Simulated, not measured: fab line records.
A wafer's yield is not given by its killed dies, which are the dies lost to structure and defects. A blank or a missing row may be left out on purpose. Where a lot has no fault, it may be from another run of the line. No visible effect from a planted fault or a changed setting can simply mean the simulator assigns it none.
fab line records	flow sky130
[record] lots = 12	wafers = 36	lastDay = 50
route steps=708 shown METAL3@563 VIA3@576 METAL5@661 PASSIVATION@693 PAD_OPEN@708
lots that met no fault: from a run of the same line without faults
startH: hours from the record's first day to the start of the lot's first wafer shown	waitH: time in hours since the lot's previous step	" repeats the value in the row above	L1.1+2: several wafers, shown together as one row	- no value present, or no start provided	* or withheld: withheld	< > ~ a bound
route shown NAME@n: NAME is a module with steps in the file, n the number in the route of the first one	usual: mean and standard deviation over wafers with no fault	same: alike in all rows	chamber/n: place in a boat	sites: the reading at each site	_std_site: standard deviation of those values	_edge_site: mean of outer sites minus mean of inner sites	radiusMm: for every site, how far away it sits from the centre of the wafer	mask NAME#n: copy n	behind: the last tool/chamber to shape the wafer	hold: why the lot was held/for how many hours/how that ended	device: which transistor (n, p or np) failed to switch	end of line: the route-end tests of the same wafers	for a step that has no rows: nothing shown but its recipe	killed: dies that structure and defects cost at the first sort, which is not the same as the wafer's yield	map: the dies of a wafer, with x for killed, . for not killed, _ for no die there
set.NAME: the setting the step ran with; set.NAME@STEP: the setting that earlier step ran with	model.NAME: the simulator's own value behind a step, which no gauge read
route steps across a sampled set of lots; one table per step, one row per wafer
services: a tool's chamber out of use, with start hour (startH, from the record's first day; less than 0 if before it), hours out, and reason
[[steps]]
[step SKY_METAL3_CD_MEAS_13]
[recipe] targetCdNm = 300
[usual] cdNm = 300.5/1.4
lot.wafer	tool	chamber	startH	waitH	cdNm
L752.1	cdSem-02	-	916.70	-	301.0
L752.2	"	-	"	"	300.3
L752.3	"	-	"	"	301.1
L753.2	cdSem-01	-	918.99	-	299.6
L753.3	"	-	"	"	300.5
L753.4	"	-	"	"	299.0
L757.2	cdSem-01	-	943.55	-	299.6
L757.3	"	-	"	"	299.0
L757.5	"	-	"	"	298.7
L759.3	cdSem-02	-	958.62	-	301.1
L759.5	"	-	"	"	300.3
L759.6	"	-	"	"	301.4
L760.1	cdSem-02	-	967.97	-	303.2
L760.2	"	-	"	"	302.2
L760.6	"	-	"	"	302.2
L761.1	cdSem-01	-	977.13	-	301.0
L761.2	"	-	"	"	299.6
L761.4	"	-	"	"	300.8
L763.3	cdSem-01	-	993.31	-	301.2
L763.4	"	-	"	"	302.2
L763.5	"	-	"	"	302.5
L765.1	cdSem-01	-	1000.55	-	299.0
L765.3	"	-	"	"	299.6
L765.6	"	-	"	"	298.9
L766.1	cdSem-02	-	1004.85	-	298.3
L766.2	"	-	"	"	300.1
L766.6	"	-	"	"	297.9
L770.4	cdSem-02	-	1038.39	-	300.9
L770.5	"	-	"	"	300.5
L770.6	"	-	"	"	300.2
L771.2	cdSem-01	-	1040.09	-	301.9
L771.4	"	-	"	"	302.6
L771.6	"	-	"	"	303.2
L774.1	cdSem-02	-	1058.68	-	298.6
L774.2	"	-	"	"	300.3
L774.6	"	-	"	"	299.7
[step SKY_VIA3_BOW_MEAS_03]
[recipe] mode = bow
[usual] VIA3_BOW = 80/8.3
lot.wafer	tool	chamber	startH	waitH	VIA3_BOW[um]
L752.1	filmMetro-01	-	918.35	0.1	68
L752.2	"	-	"	"	70
L752.3	"	-	"	"	73
L753.2	filmMetro-03	-	920.59	0.3	85
L753.3	"	-	"	"	87
L753.4	"	-	"	"	81
L757.2	filmMetro-01	-	945.39	0.2	74
L757.3	"	-	"	"	83
L757.5	"	-	"	"	78
L759.3	filmMetro-04	-	960.40	0.3	89
L759.5	"	-	"	"	94
L759.6	"	-	"	"	91
L760.1	filmMetro-01	-	969.61	0.1	82
L760.2	"	-	"	"	78
L760.6	"	-	"	"	82
L761.1	filmMetro-01	-	978.86	0.1	82
L761.2	"	-	"	"	89
L761.4	"	-	"	"	83
L763.3	filmMetro-03	-	994.95	0.2	79
L763.4	"	-	"	"	65
L763.5	"	-	"	"	83
L765.1	filmMetro-04	-	1002.16	0.1	69
L765.3	"	-	"	"	68
L765.6	"	-	"	"	69
L766.1	filmMetro-01	-	1006.74	0.2	85
L766.2	"	-	"	"	74
L766.6	"	-	"	"	87
L770.4	filmMetro-01	-	1039.99	0.3	77
L770.5	"	-	"	"	81
L770.6	"	-	"	"	74
L771.2	filmMetro-01	-	1042.22	0.2	71
L771.4	"	-	"	"	78
L771.6	"	-	"	"	82
L774.1	filmMetro-04	-	1060.32	0.1	89
L774.2	"	-	"	"	86
L774.6	"	-	"	"	69
[step SKY_METAL5_SPUTTER_00]
[recipe] material = Ti	targetThkNm = 15	powerW = 3000	timeS = 10	chamberPressurePa = 0.4
[usual] throttleValvePct = 30.3/1.4
lot.wafer	tool	chamber	startH	waitH	throttleValvePct
L752.1	pvdSputter-02	-	1019.54	0.1	29.9
L752.2	"	-	"	"	26.8
L752.3	"	-	"	"	29.5
L753.2	pvdSputter-04	-	1021.74	0.1	31.2
L753.3	"	-	"	"	31.7
L753.4	"	-	"	"	31.6
L757.2	pvdSputter-02	-	1044.51	0.2	26.9
L757.3	"	-	"	"	29.6
L757.5	"	-	"	"	30.0
L759.3	pvdSputter-04	-	1056.44	0.2	31.1
L759.5	"	-	"	"	31.1
L759.6	"	-	"	"	31.4
L760.1	pvdSputter-04	-	1067.40	0.2	31.1
L760.2	"	-	"	"	31.7
L760.6	"	-	"	"	29.7
L761.1	pvdSputter-02	-	1074.41	0.2	29.7
L761.2	"	-	"	"	29.9
L761.4	"	-	"	"	30.1
L763.3	pvdSputter-04	-	1087.90	0.1	31.1
L763.4	"	-	"	"	31.8
L763.5	"	-	"	"	31.3
L765.1	pvdSputter-02	-	1094.94	0.2	27.1
L765.3	"	-	"	"	29.5
L765.6	"	-	"	"	26.8
L766.1	pvdSputter-04	-	1099.05	0.2	31.7
L766.2	"	-	"	"	31.4
L766.6	"	-	"	"	29.6
L770.4	pvdSputter-04	-	1128.81	0.2	31.8
L770.5	"	-	"	"	31.5
L770.6	"	-	"	"	31.2
L771.2	pvdSputter-02	-	1130.04	0.2	29.7
L771.4	"	-	"	"	29.5
L771.6	"	-	"	"	26.7
L774.1	pvdSputter-01	-	1145.38	0.2	30.6
L774.2	"	-	"	"	31.5
L774.6	"	-	"	"	31.8
[step SKY_PASSIVATION_STRIP_12]
[recipe] chemistry = O2/N2	powerW = 1400	pressureMtorr = 1500	platenTempC = withheld	overashFraction = 0.7	o2FlowSccm = 3000	n2FlowSccm = 300
[usual] drypumpMotorCurrentA = 5.4/0.53	n2FlowSccm = 299.9/0.84	oesProductAu = 0.661/0.0046	stripTimeToEndpointS = 31.54/0.15
lot.wafer	tool	chamber	startH	waitH	drypumpMotorCurrentA	n2FlowSccm	oesProductAu	rfHoursCounterH	stripTimeToEndpointS
L752.1	plasmaAsher-04	1	1064.63	0.1	5.0	300.2	0.664	94	31.66
L752.2	"	0	"	"	5.5	300.0	0.660	94	31.83
L752.3	"	1	"	"	5.0	300.7	0.659	-	31.83
L753.2	plasmaAsher-02	1	1067.19	0.1	5.0	299.7	0.660	0	31.79
L753.3	"	1	"	"	5.0	299.2	0.645	-	31.57
L753.4	"	0	"	"	4.8	301.7	0.659	-	31.55
L757.2	plasmaAsher-02	1	1088.89	0.1	5.0	299.6	0.656	3	31.36
L757.3	"	1	"	"	5.0	298.3	0.663	-	31.36
L757.5	"	1	"	"	5.0	299.8	0.670	-	31.56
L759.3	plasmaAsher-01	0	1099.06	0.1	6.2	301.1	0.658	-	31.37
L759.5	"	1	"	"	6.0	300.1	0.665	-	31.37
L759.6	"	0	"	"	6.2	300.1	0.661	-	31.27
L760.1	plasmaAsher-02	0	1110.38	0.1	4.8	299.7	0.664	5	31.47
L760.2	"	1	"	"	5.0	300.1	0.667	5	31.66
L760.6	"	0	"	"	4.8	299.9	0.655	-	31.61
L761.1	plasmaAsher-04	0	1116.48	0.1	5.4	300.0	0.668	97	31.56
L761.2	"	1	"	"	5.0	300.5	0.672	97	31.74
L761.4	"	0	"	"	5.5	299.4	0.665	-	31.67
L763.3	plasmaAsher-01	0	1128.61	0.1	6.2	299.4	0.663	-	31.70
L763.4	"	1	"	"	6.1	301.0	0.656	-	31.73
L763.5	"	1	"	"	6.0	301.2	0.658	-	31.71
L765.1	plasmaAsher-01	1	1136.64	0.1	6.0	298.4	0.661	38	31.46
L765.3	"	1	"	"	6.0	299.0	0.662	-	31.47
L765.6	"	0	"	"	6.2	300.6	0.663	-	31.42
L766.1	plasmaAsher-04	1	1139.01	0.1	4.9	300.3	0.661	98	31.64
L766.2	"	0	"	"	5.5	300.0	0.661	98	31.57
L766.6	"	1	"	"	4.9	300.6	0.656	-	31.73
L770.4	plasmaAsher-04	1	1166.31	0.1	4.9	299.6	0.666	-	31.41
L770.5	"	0	"	"	5.5	300.1	0.665	-	31.40
L770.6	"	1	"	"	4.9	298.8	0.666	-	31.59
L771.2	plasmaAsher-01	0	1166.98	0.1	6.2	298.5	0.661	41	31.75
L771.4	"	1	"	"	6.0	299.3	0.668	-	31.70
L771.6	"	1	"	"	6.1	300.8	0.661	-	31.70
L774.1	plasmaAsher-04	0	1180.66	0.1	5.5	301.1	0.661	103	31.39
L774.2	"	1	"	"	5.0	300.0	0.659	103	31.53
L774.6	"	1	"	"	5.0	298.9	0.654	-	31.49
[step SKY_PAD_OPEN_PROBE_99]
[usual] defectLimitedYield = 82.3/2	killed_at_M0_to_M3 = 43/7.1	killed_at_M4_up = 3/1.7	killedAtContacts = 25/5.6	killedAtFrontEnd = 16/4.1	killedAtOther = 0.2/0.49	killedDies = 87/9.8	killedOpen = 47/7.6	killedShort = 40/6.1	sort_bin_3_pad_short = 0.9/0.44	sort_bin_5_function = 10.5/1.6	sort_bin_6_memory = 6.3/1	sortNPass = 405/9.8	sortYieldPct = 82.3/2
[same] grossDies = 492	killedAtBackSide = 0	sort_bin_4_leakage[%] = 0	sort_bin_8_speed[%] = 0
lot.wafer	tool	chamber	startH	waitH	hold	defectLimitedYield[%]	killed_at_M0_to_M3	killed_at_M4_up	killedAtContacts	killedAtFrontEnd	killedAtOther	killedDies	killedOpen	killedShort	sort_bin_3_pad_short[%]	sort_bin_5_function[%]	sort_bin_6_memory[%]	sortNPass	sortYieldPct[%]
L752.1	prober-02	-	1087.37	0.1	-	83.3	34	5	30	13	0	82	47	35	0.6	9.3	6.7	410	83.3
L752.2	prober-02	-	1087.42	0.1	-	86.4	32	1	18	15	1	67	34	33	0.6	8.3	4.7	425	86.4
L752.3	prober-02	-	1087.47	0.2	-	82.9	46	3	23	12	0	84	50	34	0.2	11.0	5.9	408	82.9
L753.2	prober-01	-	1090.59	0.1	-	83.3	36	4	25	17	0	82	47	35	0.8	10.0	5.9	410	83.3
L753.3	prober-01	-	1090.64	0.2	-	82.5	47	3	17	18	1	86	48	38	0.8	11.6	5.1	406	82.5
L753.4	prober-01	-	1090.69	0.2	-	81.3	48	5	23	16	0	92	43	49	0.8	11.4	6.5	400	81.3
L757.2	prober-02	-	1111.63	0.1	-	82.3	48	4	25	10	0	87	43	44	1.2	10.4	6.1	405	82.3
L757.3	prober-02	-	1111.68	0.2	-	82.7	47	2	17	19	0	85	49	36	0.2	9.6	7.5	407	82.7
L757.5	prober-02	-	1111.78	0.2	-	78.5	52	4	31	18	1	106	55	51	1.8	13.2	6.5	386	78.5
L759.3	prober-01	-	1121.24	0.2	-	80.9	41	4	22	26	1	94	44	50	1.0	11.2	6.9	398	80.9
L759.5	prober-01	-	1121.34	0.2	-	82.3	43	0	21	23	0	87	55	32	0.6	11.6	5.5	405	82.3
L759.6	prober-01	-	1121.39	0.2	-	82.9	37	3	31	13	0	84	48	36	1.2	9.6	6.3	408	82.9
L760.1	prober-02	-	1132.33	0.1	-	83.5	39	5	18	19	0	81	42	39	1.2	10.4	4.9	411	83.5
L760.2	prober-02	-	1132.38	0.1	-	84.1	40	2	21	15	0	78	40	38	1.4	8.3	6.1	414	84.1
L760.6	prober-02	-	1132.58	0.2	-	81.1	50	2	36	5	0	93	54	39	0.6	12.2	6.1	399	81.1
L761.1	prober-01	-	1138.64	0.1	-	81.9	48	5	22	14	0	89	46	43	0.2	10.0	7.9	403	81.9
L761.2	prober-01	-	1138.69	0.1	-	82.5	39	2	25	20	0	86	54	32	0.8	11.6	5.1	406	82.5
L761.4	prober-01	-	1138.79	0.2	-	81.9	48	1	22	17	1	89	50	39	0.6	10.6	6.9	403	81.9
L763.3	prober-01	-	1148.67	0.2	-	79.5	41	5	36	19	0	101	52	49	0.8	12.0	7.7	391	79.5
L763.4	prober-01	-	1148.72	0.2	-	81.9	37	4	31	17	0	89	42	47	0.8	11.0	6.3	403	81.9
L763.5	prober-01	-	1148.77	0.2	-	79.5	58	2	27	14	0	101	55	46	0.4	12.4	7.7	391	79.5
L765.1	prober-02	-	1157.44	0.1	awaitDispo/3.4h/release	80.1	45	5	32	16	0	98	62	36	0.6	11.4	7.9	394	80.1
L765.3	prober-02	-	1157.54	0.2	awaitDispo/3.4h/release	82.3	43	2	26	16	0	87	53	34	1.0	11.0	5.7	405	82.3
L765.6	prober-02	-	1157.69	0.2	awaitDispo/3.4h/release	65.9	55	7	31	14	61	168	62	46	2.6	23.0	8.5	324	65.9
L766.1	prober-01	-	1159.42	0.1	-	85.4	29	1	28	14	0	72	36	36	0.4	7.7	6.5	420	85.4
L766.2	prober-01	-	1159.47	0.1	-	80.9	54	1	30	9	0	94	47	47	1.2	11.6	6.3	398	80.9
L766.6	prober-01	-	1159.67	0.2	-	79.7	55	1	24	20	0	100	45	55	1.4	12.4	6.5	392	79.7
L770.4	prober-01	-	1185.39	0.2	-	83.5	38	3	26	14	0	81	38	43	0.4	12.2	3.9	411	83.5
L770.5	prober-01	-	1185.44	0.2	-	80.3	56	1	29	11	0	97	48	49	0.6	11.6	7.5	395	80.3
L770.6	prober-01	-	1185.49	0.2	-	82.5	41	3	25	17	0	86	46	40	0.2	12.0	5.3	406	82.5
L771.2	prober-02	-	1185.82	0.1	awaitDispo/4.0h/release	68.7	54	5	28	9	58	154	52	45	5.1	17.3	8.9	338	68.7
L771.4	prober-02	-	1185.92	0.2	awaitDispo/4.0h/release	83.5	34	2	36	9	0	81	39	42	0.8	9.8	5.9	411	83.5
L771.6	prober-02	-	1186.02	0.2	awaitDispo/4.0h/release	86.0	30	3	20	15	1	69	40	29	0.8	9.3	3.9	423	86.0
L774.1	prober-01	-	1198.16	0.1	-	81.1	44	2	28	19	0	93	41	52	1.6	11.4	5.9	399	81.1
L774.2	prober-01	-	1198.21	0.1	-	80.9	45	1	29	19	0	94	50	44	0	13.0	6.1	398	80.9
L774.6	prober-01	-	1198.41	0.2	-	82.5	40	3	29	14	0	86	55	31	0.6	10.6	6.3	406	82.5
// killed by level:class
L752.1 CONTACT:geometricParticle:open=12 LI_CONTACT:geometricParticle:open=8 METAL2:geometricParticle:short=6 VIA1:geometricParticle:open=5 CONTACT:geometricParticle:short=4 METAL1:geometricParticle:short=4 VIA2:geometricParticle:open=4 VIA3:geometricParticle:open=4
L752.2 CONTACT:geometricParticle:open=8 VIA1:geometricParticle:open=8 LOCAL_INTERCONNECT:geometricParticle:short=5 VIA1:geometricParticle:short=5 FIELD_ISO:geometricParticle:short=4 FIELD_ISO:geometricParticle:open=4 POLY_GATE:geometricParticle:open=4 METAL3:geometricParticle:short=4
L752.3 LI_CONTACT:geometricParticle:open=9 VIA2:geometricParticle:open=9 VIA1:geometricParticle:open=8 CONTACT:geometricParticle:open=7 FIELD_ISO:geometricParticle:open=6 VIA2:geometricParticle:short=6 VIA1:geometricParticle:short=5 VIA3:geometricParticle:open=5
L753.2 VIA1:geometricParticle:open=17 CONTACT:geometricParticle:open=8 FIELD_ISO:geometricParticle:short=7 LI_CONTACT:geometricParticle:open=6 VIA2:geometricParticle:open=5 LOCAL_INTERCONNECT:geometricParticle:short=4 CONTACT:geometricParticle:short=4 METAL4:geometricParticle:short=4
L753.3 VIA2:geometricParticle:open=9 CONTACT:geometricParticle:open=8 VIA1:geometricParticle:open=8 METAL2:geometricParticle:short=7 VIA3:geometricParticle:open=7 FIELD_ISO:geometricParticle:open=5 FIELD_ISO:geometricParticle:short=4 METAL3:geometricParticle:short=4
L753.4 CONTACT:geometricParticle:open=10 VIA1:geometricParticle:open=10 VIA3:geometricParticle:open=6 POLY_GATE:geometricParticle:short=5 LOCAL_INTERCONNECT:geometricParticle:short=5 METAL2:geometricParticle:short=5 METAL1:geometricParticle:short=5 METAL3:geometricParticle:short=5
L757.2 VIA1:geometricParticle:short=11 CONTACT:geometricParticle:open=11 VIA1:geometricParticle:open=9 LI_CONTACT:geometricParticle:open=6 METAL1:geometricParticle:short=6 VIA2:geometricParticle:open=6 METAL2:geometricParticle:short=5 POLY_GATE:geometricParticle:short=4
L757.3 VIA1:geometricParticle:open=9 LI_CONTACT:geometricParticle:open=8 VIA3:geometricParticle:open=8 METAL2:geometricParticle:short=6 FIELD_ISO:geometricParticle:short=5 CONTACT:geometricParticle:open=5 METAL1:geometricParticle:short=5 VIA2:geometricParticle:open=5
L757.5 CONTACT:geometricParticle:open=13 VIA1:geometricParticle:open=9 FIELD_ISO:geometricParticle:short=7 LI_CONTACT:geometricParticle:open=7 VIA1:geometricParticle:short=7 VIA3:geometricParticle:open=7 VIA2:geometricParticle:open=6 VIA2:geometricParticle:short=6
L759.3 CONTACT:geometricParticle:open=7 VIA2:geometricParticle:open=7 POLY_GATE:geometricParticle:open=6 LI_CONTACT:geometricParticle:open=6 METAL1:geometricParticle:short=6 VIA3:geometricParticle:open=6 SPACER:geometricParticle:short=5 LOCAL_INTERCONNECT:geometricParticle:short=5
L759.5 VIA3:geometricParticle:open=9 CONTACT:geometricParticle:open=9 VIA1:geometricParticle:open=9 VIA2:geometricParticle:open=8 FIELD_ISO:geometricParticle:open=7 POLY_GATE:geometricParticle:short=7 METAL1:geometricParticle:short=6 LI_CONTACT:geometricParticle:open=5
L759.6 CONTACT:geometricParticle:open=12 LI_CONTACT:geometricParticle:open=9 VIA2:geometricParticle:open=8 LOCAL_INTERCONNECT:geometricParticle:short=7 METAL2:geometricParticle:short=6 VIA2:geometricParticle:short=5 VIA1:geometricParticle:short=5 VIA1:geometricParticle:open=4
L760.1 VIA2:geometricParticle:open=8 FIELD_ISO:geometricParticle:short=7 LI_CONTACT:geometricParticle:open=6 CONTACT:geometricParticle:open=6 VIA1:geometricParticle:short=6 VIA3:geometricParticle:open=5 METAL3:geometricParticle:short=5 POLY_GATE:geometricParticle:open=3
L760.2 VIA2:geometricParticle:open=8 VIA1:geometricParticle:open=7 VIA3:geometricParticle:short=7 LOCAL_INTERCONNECT:geometricParticle:short=6 VIA1:geometricParticle:short=5 FIELD_ISO:geometricParticle:open=4 FIELD_ISO:geometricParticle:short=4 LI_CONTACT:geometricParticle:open=4
L760.6 VIA1:geometricParticle:open=12 CONTACT:geometricParticle:open=12 LI_CONTACT:geometricParticle:open=9 CONTACT:geometricParticle:short=7 VIA3:geometricParticle:open=6 VIA1:geometricParticle:short=6 METAL2:geometricParticle:short=5 LOCAL_INTERCONNECT:geometricParticle:short=5
L761.1 LI_CONTACT:geometricParticle:open=8 VIA3:geometricParticle:open=7 VIA2:geometricParticle:open=7 VIA1:geometricParticle:open=7 METAL1:geometricParticle:short=6 POLY_GATE:geometricParticle:open=5 CONTACT:geometricParticle:short=5 VIA2:geometricParticle:short=5
L761.2 VIA1:geometricParticle:open=9 LI_CONTACT:geometricParticle:open=9 CONTACT:geometricParticle:open=9 POLY_GATE:geometricParticle:short=7 FIELD_ISO:geometricParticle:open=6 METAL1:geometricParticle:short=6 METAL2:geometricParticle:open=6 VIA3:geometricParticle:open=6
L761.4 VIA1:geometricParticle:open=10 VIA3:geometricParticle:open=8 VIA2:geometricParticle:open=8 LI_CONTACT:geometricParticle:open=7 CONTACT:geometricParticle:open=7 METAL2:geometricParticle:short=7 POLY_GATE:geometricParticle:open=5 POLY_GATE:geometricParticle:short=5
L763.3 CONTACT:geometricParticle:open=17 LI_CONTACT:geometricParticle:open=9 METAL2:geometricParticle:short=8 VIA1:geometricParticle:open=7 FIELD_ISO:geometricParticle:short=6 VIA2:geometricParticle:open=6 VIA1:geometricParticle:short=5 POLY_GATE:geometricParticle:short=4
L763.4 LI_CONTACT:geometricParticle:open=10 VIA1:geometricParticle:open=9 METAL2:geometricParticle:short=9 FIELD_ISO:geometricParticle:short=7 CONTACT:geometricParticle:open=7 VIA2:geometricParticle:open=7 LI_CONTACT:geometricParticle:short=6 LOCAL_INTERCONNECT:geometricParticle:short=6
L763.5 VIA1:geometricParticle:open=18 METAL1:geometricParticle:short=12 LI_CONTACT:geometricParticle:open=10 CONTACT:geometricParticle:open=7 FIELD_ISO:geometricParticle:short=6 VIA2:geometricParticle:open=6 LOCAL_INTERCONNECT:geometricParticle:short=4 METAL2:geometricParticle:short=4
L765.1 CONTACT:geometricParticle:open=18 VIA1:geometricParticle:open=10 VIA3:geometricParticle:open=8 FIELD_ISO:geometricParticle:open=6 LI_CONTACT:geometricParticle:open=6 POLY_GATE:geometricParticle:open=5 METAL2:geometricParticle:short=5 METAL4:geometricParticle:short=5
L765.3 VIA1:geometricParticle:open=10 CONTACT:geometricParticle:open=9 VIA3:geometricParticle:open=8 LI_CONTACT:geometricParticle:open=6 VIA2:geometricParticle:open=6 POLY_GATE:geometricParticle:open=4 LOCAL_INTERCONNECT:geometricParticle:short=4 CONTACT:geometricParticle:short=4
L765.6 PASSIVATION:unspecified=60 VIA1:geometricParticle:open=14 VIA2:geometricParticle:open=11 CONTACT:geometricParticle:short=10 CONTACT:geometricParticle:open=10 LI_CONTACT:geometricParticle:open=5 METAL2:geometricParticle:short=5 VIA3:geometricParticle:open=5
L766.1 LI_CONTACT:geometricParticle:open=10 LOCAL_INTERCONNECT:geometricParticle:short=6 CONTACT:geometricParticle:short=6 POLY_GATE:geometricParticle:short=5 VIA2:geometricParticle:open=5 CONTACT:geometricParticle:open=5 VIA2:geometricParticle:short=5 VIA3:geometricParticle:open=4
L766.2 METAL1:geometricParticle:short=13 CONTACT:geometricParticle:open=12 LI_CONTACT:geometricParticle:open=7 VIA1:geometricParticle:short=7 CONTACT:geometricParticle:short=6 VIA2:geometricParticle:open=6 VIA1:geometricParticle:open=6 METAL2:geometricParticle:short=5
L766.6 VIA1:geometricParticle:open=13 CONTACT:geometricParticle:short=10 METAL1:geometricParticle:short=10 POLY_GATE:geometricParticle:short=9 VIA2:geometricParticle:open=9 VIA1:geometricParticle:short=8 CONTACT:geometricParticle:open=7 METAL2:geometricParticle:short=6
L770.4 CONTACT:geometricParticle:short=9 LI_CONTACT:geometricParticle:open=7 CONTACT:geometricParticle:open=7 VIA1:geometricParticle:open=6 VIA3:geometricParticle:short=5 SPACER:geometricParticle:short=4 METAL2:geometricParticle:short=4 METAL1:geometricParticle:short=4
L770.5 VIA1:geometricParticle:open=16 CONTACT:geometricParticle:open=11 METAL1:geometricParticle:short=8 VIA3:geometricParticle:open=7 LI_CONTACT:geometricParticle:open=6 LOCAL_INTERCONNECT:geometricParticle:short=6 VIA1:geometricParticle:short=6 METAL3:geometricParticle:short=5
L770.6 CONTACT:geometricParticle:open=11 VIA1:geometricParticle:open=10 METAL1:geometricParticle:short=9 LI_CONTACT:geometricParticle:open=8 CONTACT:geometricParticle:short=5 VIA2:geometricParticle:short=4 VIA2:geometricParticle:open=4 FIELD_ISO:geometricParticle:short=3
L771.2 PASSIVATION:unspecified=57 VIA3:geometricParticle:open=12 CONTACT:geometricParticle:open=11 LI_CONTACT:geometricParticle:open=7 VIA1:geometricParticle:open=7 VIA1:geometricParticle:short=7 FIELD_ISO:geometricParticle:short=5 METAL1:geometricParticle:open=5
L771.4 CONTACT:geometricParticle:open=11 LI_CONTACT:geometricParticle:open=9 CONTACT:geometricParticle:short=8 VIA3:geometricParticle:open=7 VIA1:geometricParticle:open=7 LOCAL_INTERCONNECT:geometricParticle:short=6 POLY_GATE:geometricParticle:short=5 METAL1:geometricParticle:short=5
L771.6 VIA1:geometricParticle:open=9 FIELD_ISO:geometricParticle:open=7 CONTACT:geometricParticle:open=6 VIA1:geometricParticle:short=5 VIA2:geometricParticle:open=5 POLY_GATE:geometricParticle:open=4 LOCAL_INTERCONNECT:geometricParticle:short=4 LI_CONTACT:geometricParticle:short=4
L774.1 CONTACT:geometricParticle:short=11 CONTACT:geometricParticle:open=8 VIA3:geometricParticle:open=7 VIA2:geometricParticle:open=7 FIELD_ISO:geometricParticle:short=6 VIA1:geometricParticle:short=6 VIA2:geometricParticle:short=5 VIA3:geometricParticle:short=5
L774.2 CONTACT:geometricParticle:open=12 VIA1:geometricParticle:open=11 VIA2:geometricParticle:short=7 FIELD_ISO:geometricParticle:short=6 CONTACT:geometricParticle:short=6 METAL2:geometricParticle:short=6 METAL1:geometricParticle:short=5 VIA3:geometricParticle:open=5
L774.6 LI_CONTACT:geometricParticle:open=14 VIA1:geometricParticle:open=8 VIA2:geometricParticle:open=8 VIA3:geometricParticle:open=7 CONTACT:geometricParticle:open=6 FIELD_ISO:geometricParticle:short=4 POLY_GATE:geometricParticle:short=4 METAL2:geometricParticle:short=4
[[services]]
tool	chamber	startH	hours	kind
plasmaAsher-01	-	1011.62	2.0	repair
plasmaAsher-02	-	1012.49	1.0	repair
pvdSputter-04	-	1035.10	1.0	repair
plasmaAsher-02	-	1055.25	9.0	pm
plasmaAsher-02	0	1055.25	9.0	ventCycle
plasmaAsher-02	1	1055.25	9.0	ventCycle
plasmaAsher-02	0	1064.25	-	clean
plasmaAsher-02	1	1064.25	-	clean
plasmaAsher-04	-	1080.56	28.1	pm
pvdSputter-01	-	1093.33	9.9	repair
plasmaAsher-04	-	1131.80	4.5	repair
pvdSputter-01	-	1169.13	3.0	repair
[[key]]
[firstSign] step = SKY_PAD_OPEN_PROBE_99	reading = killedAtOther	direction = up	sigmas = 59	usual = 0.2	struck = 59.5
[effect] step = SKY_PAD_OPEN_PROBE_99	reading = defectLimitedYield	direction = down	sigmas = 7.5	usual = 82.3	struck = 67.3
metAt SKY_PASSIVATION_STRIP_12
struckLots L765,L771
struckWafers L765.6,L771.2
notActingAt SKY_METAL3_CD_MEAS_13,SKY_VIA3_BOW_MEAS_03,SKY_METAL5_SPUTTER_00
onsetBetween 1128.61 1136.64
[fault] kind = chamberParticleSource	tool = plasmaAsher-01	chamber = 0	onsetH = 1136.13	steps = SKY_PASSIVATION_STRIP_12	ratePerVisitCm2 = 1.2524	endH = 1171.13
